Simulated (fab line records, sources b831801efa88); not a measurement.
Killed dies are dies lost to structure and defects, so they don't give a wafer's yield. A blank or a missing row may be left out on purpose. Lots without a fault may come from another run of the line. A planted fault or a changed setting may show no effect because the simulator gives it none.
Which tool did it? | flow sky130 | 11 lots, 33 wafers sampled, at 3 steps of a route of 708

WHAT THE GAUGES READ, wafer by wafer
SKY_LDD_N_TW_MEAS_17.
lot  | measured     | on            | LDD_N_TW
L142 | day 20 03:25 | film_metro-02 | 2611 2616 2617
L144 | day 20 09:55 | film_metro-04 | 2569 2557 2567
L145 | day 20 10:44 | film_metro-02 | 2609 2619 2600
L146 | day 20 13:10 | film_metro-04 | 2573 2553 2567
L147 | day 20 13:24 | film_metro-02 | 2611 2601 2616
L149 | day 20 14:36 | film_metro-02 | 2634 2602 2601
L150 | day 20 18:52 | film_metro-01 | 2527 2530 2532
L157 | day 27 11:08 | film_metro-04 | 2589 2582 2571
L156 | day 27 09:15 | film_metro-01 | 2846 2833 2830
L159 | day 27 11:46 | film_metro-04 | 2911 2900 2912
L161 | day 27 20:08 | film_metro-01 | 2845 2846 2854

WHICH TOOL RAN EACH LOT (tool, then ch and the chambers of the sampled wafers, then the start)
lot  | SKY_LDD_N_IMPLANT_10            | SKY_LDD_N_STRIP_16
L142 | implanter-04 ch 0, day 20 02:26 | plasma_asher-02 ch 0,1, day 20 03:18
L144 | implanter-02 ch 0, day 20 08:55 | plasma_asher-01 ch 0,1, day 20 09:49
L145 | implanter-04 ch 0, day 20 09:44 | plasma_asher-02 ch 0,1, day 20 10:38
L146 | implanter-02 ch 0, day 20 12:11 | plasma_asher-01 ch 0,1, day 20 13:04
L147 | implanter-04 ch 0, day 20 12:24 | plasma_asher-02 ch 0,1, day 20 13:18
L149 | implanter-04 ch 0, day 20 13:36 | plasma_asher-01 ch 0, day 20 14:30
L150 | implanter-04 ch 0, day 20 17:53 | plasma_asher-02 ch 0,1, day 20 18:45
L157 | implanter-03 ch 0, day 27 10:08 | plasma_asher-01 ch 0,1, day 27 11:02
L156 | implanter-02 ch 0, day 27 08:17 | plasma_asher-01 ch 0,1, day 27 09:10
L159 | implanter-02 ch 0, day 27 10:46 | plasma_asher-02 ch 1, day 27 11:40
L161 | implanter-02 ch 0, day 27 19:08 | plasma_asher-02 ch 0,1, day 27 20:02
- SKY_LDD_N_IMPLANT_10
- SKY_LDD_N_STRIP_16: strips in O2/N2.

THE ANSWER, worked out from the rows above alone
Rule: what is usual is taken from the lots themselves. Put in order of their means at a reading, lots are off if they are a third of the lots or fewer, leave a main group of 4 or more, and stand apart from it by a gap of 3 or more times the standard deviation of the main group's means; of several such gaps the widest counts. A main group whose means are all the same, to the digits that the tables above print for the reading, isn't used. A lot without any number at a reading at which 4 lots or more have one is off too. The other lots that the step has rows for count as sound.
Off: L156, L159, L161, at SKY_LDD_N_TW_MEAS_17 (LDD_N_TW). The main group: mean 2586, standard deviation 29.
A tool fits if, at a process step before that reading, it ran every lot that is off, and no sound lot after the first of them. The gauges at SKY_LDD_N_TW_MEAS_17 are tried like those tools. One fits: implanter-02 at SKY_LDD_N_IMPLANT_10. Its last sound lot is L146 (day 20 12:11), its first lot that is off L156 (day 27 08:17): a fault that began between those two fits.

WHAT THE SIMULATOR HAD PUT IN
Process parameter drift: implanter-02, from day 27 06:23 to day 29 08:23, at SKY_LDD_N_IMPLANT_10. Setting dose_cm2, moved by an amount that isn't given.
Lots struck among those shown: L156, L159, L161. The rule above found the same.
